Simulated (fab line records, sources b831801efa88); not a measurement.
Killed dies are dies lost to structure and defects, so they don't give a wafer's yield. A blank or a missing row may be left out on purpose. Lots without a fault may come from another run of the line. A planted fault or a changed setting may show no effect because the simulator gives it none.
Problem report in the 8D (eight disciplines) form, filled by code | flow sky130 | the parts of the form that need people (team, actions taken, sign-off) are left out

1. THE PROBLEM
killed_at_front_end at SKY_PAD_OPEN_PROBE_99 reads a mean of 72 on 6 wafers of 2 lots; wafers without a fault read 15 with a standard deviation of 4.5. That is +13 standard deviations from the usual mean.
First seen on wafer L829.3, day 49 04:36, on prober-02. The record holds 12 wafers of 4 lots with a number at this step. Rule for "out", or "out of limits": more than 4 standard deviations from the usual mean. The other wafers with a number count as sound.

2. WHAT IT IS AND WHAT IT IS NOT
question                    | is                               | is not
which readings at this step | killed_at_front_end, killed_dies | killed_at_M0_to_M3, killed_at_M4_up, killed_at_contacts, killed_open, killed_short
which lots                  | L829, L831                       | L817, L839
which wafers of those lots  | all that have a number           | -
read on which tools         | prober-02                        | prober-01
when                        | from day 49 04:36                | up to then (3 sound wafers); but 3 sound wafers of L839 came after

3. SUSPECTS, AND WHAT RULES EACH OUT
Counting: a tool at a process step up to the reading stays a suspect if it ran every lot that is out and no sound lot after the first of them.
- hdpcvd-01 at SKY_FIELD_ISO_CVD_24 (deposits SiO2, target thk 595 nm, time 99.2 s): kept. It ran every lot that is out, first L829 (day 5 07:31), and no sound lot after that.
- pvd_sputter-02 at SKY_METAL5_SPUTTER_03 (material Ti, target thk 5 nm, time 3.3 s): ruled out as a lasting fault. Sound lots L839 ran on it after its first lot that is out, L829 (day 46 12:28).
- prober-02 at SKY_PAD_OPEN_PROBE_99: ruled out as a lasting fault. Sound lots L839 ran on it after its first lot that is out, L829 (day 49 04:36).
Left after counting: hdpcvd-01 at SKY_FIELD_ISO_CVD_24.

4. THE CAUSE (what the simulator had put in)
Chamber particle source: hdpcvd-01, from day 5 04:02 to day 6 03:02, at SKY_FIELD_ISO_CVD_24. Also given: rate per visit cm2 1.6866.
Counting left only this tool.

5. THE CHAIN OF EFFECTS, in route order
Each row: a reading whose mean over the struck wafers that have a number lies more than 3 standard deviations from the usual. Only readings for which the record gives a usual standard deviation are gone through. hours: the time from each lot's start at the first step in this table that gives one to its start at this step, as a median over the lots. sigmas: the change in usual standard deviations.
hours | step                  | reading             | usual | on struck wafers | change | sigmas
0     | SKY_PAD_OPEN_PROBE_99 | killed_at_front_end | 15    | 72               | +58    | +13
0     | SKY_PAD_OPEN_PROBE_99 | killed_dies         | 83    | 140              | +57    | +6.3
The process steps in it:
- SKY_PAD_OPEN_PROBE_99

6. WHAT WOULD HAVE CAUGHT IT SOONER
In this record the first reading out of limits was taken at day 49 04:36, 1057 hours after the fault began at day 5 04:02.
Of the tool readings at SKY_FIELD_ISO_CVD_24 for which the record gives a usual standard deviation, none was out on any struck wafer, so an alarm limit of 4 standard deviations on them would not have fired.
All the lots that are out (2) had begun SKY_FIELD_ISO_CVD_24 on hdpcvd-01 by day 49 04:36. A hold on the tool at that time would have spared none of them.
